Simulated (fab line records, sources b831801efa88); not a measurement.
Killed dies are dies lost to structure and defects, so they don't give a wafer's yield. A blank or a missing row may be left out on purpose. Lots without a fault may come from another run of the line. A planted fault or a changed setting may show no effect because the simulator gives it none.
One fault seen from 2 desks | flow gf180mcu | each desk has only its own numbers; what lay behind them comes last

THE TOOL OWNER'S DESK: pecvd-02
The tool's own readings at GF_PASSIVATION_CVD_02 (deposits Si3N4, target thk 700 nm, time 486.18 s): means of the sampled wafers that have a number, for each lot that ran on this tool. A lot is out of limits, marked OUT, if its mean lies more than 4 standard deviations from the usual mean; the brackets give that distance.
Columns: A = heater_power_w at GF_PASSIVATION_CVD_02, usual 659 W
lot  | first seen here | A
L426 | day 28 03:58    | 589
L427 | day 28 10:26    | 595
L428 | day 28 21:21    | 592
L435 | day 30 21:35    | 641
L436 | day 31 00:18    | 626
L437 | day 31 17:07    | 572
This desk's finding: nothing out of limits on any of the 6 lots.

THE METROLOGY DESK
What the gauges read, lot by lot, whatever tool the lot ran on: means of the sampled wafers that have a number. A lot is out of limits, marked OUT, if its mean lies more than 4 standard deviations from the usual mean; the brackets give that distance.
Columns: A = cd_nm at GF_M3_CD_MEAS_14, usual 279.7 nm; B = PASSIVATION_CVD_02_THK at GF_PASSIVATION_THK_MEAS_03, usual 702 nm
lot  | first seen here | A     | B
L426 | day 21 09:25    | 278.3 | 707
L427 | day 21 17:53    | 278.5 | 700
L428 | day 22 05:00    | 279.2 | 696
L435 | day 24 16:58    | 282.3 | 523 (-16) OUT
L436 | day 24 18:53    | 280.9 | 360 (-31) OUT
L437 | day 25 14:36    | 280.0 | 364 (-31) OUT
L439 | day 25 19:51    | 279.9 | 694
L440 | day 26 05:44    | 279.5 | 712
L444 | day 27 11:40    | 280.0 | 697
L445 | day 27 18:14    | 279.8 | 706
L446 | day 27 20:54    | 281.6 | 709
L447 | day 28 05:17    | 280.4 | 706
L448 | day 28 12:47    | 278.0 | 704
This desk's finding: out of limits on L435, L436, L437; first on L435, day 30 21:53 (PASSIVATION_CVD_02_THK at GF_PASSIVATION_THK_MEAS_03). In limits: L426, L427, L428, L439, L440, L444, L445, L446, L447, L448.

PUT TOGETHER
The metrology desk could have raised an alarm at day 30 21:53, on L435, L436, L437.
The tool owner's desk saw nothing out of limits.
The tool owner's desk has L435, L436, L437 on record, within its limits.
Of the lots named, all ran GF_PASSIVATION_CVD_02 on pecvd-02.

WHAT THE SIMULATOR HAD PUT IN
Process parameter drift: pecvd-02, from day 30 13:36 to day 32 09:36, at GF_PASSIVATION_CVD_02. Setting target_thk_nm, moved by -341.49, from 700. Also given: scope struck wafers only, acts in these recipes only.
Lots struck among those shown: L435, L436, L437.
Hours from the fault's start to each desk's first reading out of limits: the metrology desk, 8.
